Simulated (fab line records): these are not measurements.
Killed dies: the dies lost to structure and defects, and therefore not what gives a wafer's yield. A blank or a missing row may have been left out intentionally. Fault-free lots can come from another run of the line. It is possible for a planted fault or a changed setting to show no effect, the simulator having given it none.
Chamber matching    flow gf180mcu    GF_V3_CMP_04 on cmp-01 has 4 sister chambers
The step polishes SiO2. 8 wafers are shown with their chamber, then 9 later ones without.

## WAFERS, EACH WITH ITS CHAMBER
wafer   chamber  motorCurrentA (A)  timeToEndpointS (s)
L252.3  1        12.3               75
L258.1  1        11.9               82
L258.6  2        14.0               81
L260.2  0        10.7               73
L260.6  3        13.6               69
L265.1  0        11.2               73
L265.3  3        13.0               74
L265.6  2        13.6               77

## WAFERS WITHOUT THEIR CHAMBER
wafer   motorCurrentA (A)  timeToEndpointS (s)
L268.2  12.2               63
L268.3  11.5               70
L268.4  13.8               67
L269.3  12.6               79
L269.4  11.6               81
L269.5  11.4               82
L270.1  11.5               78
L270.3  13.4               73
L270.4  12.2               84

## CHAMBER TAKEN BY EACH
wafer   from the rows above           in truth
L268.2  can't be placed: 3 or 1 or 0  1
L268.3  can't be placed: 0 or 1       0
L268.4  can't be placed: 3 or 2       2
L269.3  can't be placed: 1 or 3       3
L269.4  can't be placed: 1 or 0       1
L269.5  can't be placed: 1 or 0       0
L270.1  can't be placed: 1 or 0       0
L270.3  can't be placed: 3 or 2       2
L270.4  1                             1
Placed correctly: 1 of 9. Can't be placed from these rows: 8 (the true chamber is among the candidates in 8). 0 placed wrongly.
How it was worked out, from the rows above alone: a wafer's distance from a chamber is the root of the sum, over the readings, of the square of ((its reading less the chamber's mean) divided by the reading's scatter). If the next closest chamber is less than 2 further off than the closest, the wafer can't be placed; otherwise it belongs to the closest. Each chamber's mean is taken over the wafers shown for it. The scatter: take each reading less its chamber's mean, square it, sum over the shown wafers, divide by the number of wafers less the number of chambers, and take the root.
